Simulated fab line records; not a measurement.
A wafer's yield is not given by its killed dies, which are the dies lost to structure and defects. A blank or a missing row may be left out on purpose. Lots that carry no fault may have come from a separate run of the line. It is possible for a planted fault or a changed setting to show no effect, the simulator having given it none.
8D (eight disciplines) problem report, filled in by code ; flow gf180mcu ; the parts of the form that need people (team, actions taken, sign-off) are left out

## 1. THE PROBLEM
Across 2 wafers from 2 lots, M3_ALCU_RS at GF_M3_RS_MEAS_05 averages 0.0537 ohm/sq, while fault-free wafers read 0.0696 ohm/sq with a standard deviation of 0.00071. Measured from the usual mean, that is -22 standard deviations.
The step: measures by four-point-probe.
Seen first at day 22 01:31 on film metro-02, wafer L133.1. The record holds 29 wafers of 10 lots with a number at this step. Rule for "out", or "out of limits": more than 4 standard deviations from the usual mean. All remaining wafers that have a number are taken as sound.

## 2. WHAT IT IS AND WHAT IT IS NOT
question;is;is not
which readings at this step;M3_ALCU_RS;-
which lots;L133, L135;L129, L130, L134, L142, L144, L145, L147, L150
which wafers of those lots;L133.1, L135.1;L133.3, L133.6, L135.5
read on which gauges;film metro-02, film metro-04;film metro-03
when;from day 22 01:31;"up to then (8 sound wafers); but 19 sound wafers of L134, L135, L142, L144, L145, L147, L150 came after"

## 3. SUSPECTS, AND WHAT RULES EACH OUT
Counting: any tool at a process step up to the reading remains a suspect provided it ran every lot that is out. Sound lots after the first of them don't rule it out here, since some wafers of a struck lot are sound.
- the gauge at GF_M3_RS_MEAS_05: ruled out. 2 gauges (film metro-02, film metro-04) read the wafers that are out.
- pvd sputter-01 at GF_M3_SPUTTER_02 (material AlCu, target thk 450 nm, time 23.9 s): kept. It processed each lot that is out (first: L133, day 22 01:25); up to then, its last sound lot is L130 (day 21 00:35).
After counting, what remains is pvd sputter-01 at GF_M3_SPUTTER_02.

## 4. THE CAUSE (what the simulator had put in)
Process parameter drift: pvd sputter-01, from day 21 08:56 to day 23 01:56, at GF_M3_SPUTTER_02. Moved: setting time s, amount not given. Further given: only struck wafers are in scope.
This tool alone remained once counting was done.

## 5. SEQUENCE OF EFFECTS, ordered by route
Rows list readings where the struck wafers' mean (over those with a number) sits beyond 3 standard deviations from the usual. Readings are gone through only where the record gives a usual standard deviation; hours: the median, over the lots, of the time from a lot's start at the first step in this table giving one to that lot's start at this step; sigmas: the change measured in usual standard deviations.
hours;step;reading;usual;on struck wafers;change;sigmas
0;GF_M3_RS_MEAS_05;M3_ALCU_RS;0.0696 ohm/sq;0.0537;-0.0159;-22
0;GF_M3_THK_MEAS_06;M3_ALCU_THK;455 nm;596;+140;+24
23;GF_M3_METAL_ETCH_16;oes product au;0.971 a.u.;1.006;+0.035;+5.4
23;GF_M3_METAL_ETCH_16;throttle valve pct;28.251 %;28.203;-0.049;-4.9
It contains these process steps:
- GF_M3_METAL_ETCH_16: etches the open film in Cl2/BCl3, stops on SiO2, target depth 627.5 nm, time 104.6 s.

## 6. HOW IT WOULD HAVE BEEN CAUGHT EARLIER
17 hours passed between the start of the fault at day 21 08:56 and the first reading out of limits at a measuring or inspecting step in this record, taken at day 22 01:31.
Tool readings at GF_M3_SPUTTER_02 with a usual standard deviation given in the record: none out on any struck wafer, hence no alarm at a limit of 4 standard deviations on them.
Among the 2 lots that are out, L135 began GF_M3_SPUTTER_02 on pvd sputter-01 after day 22 01:31. A hold on the tool at that time would have spared it.
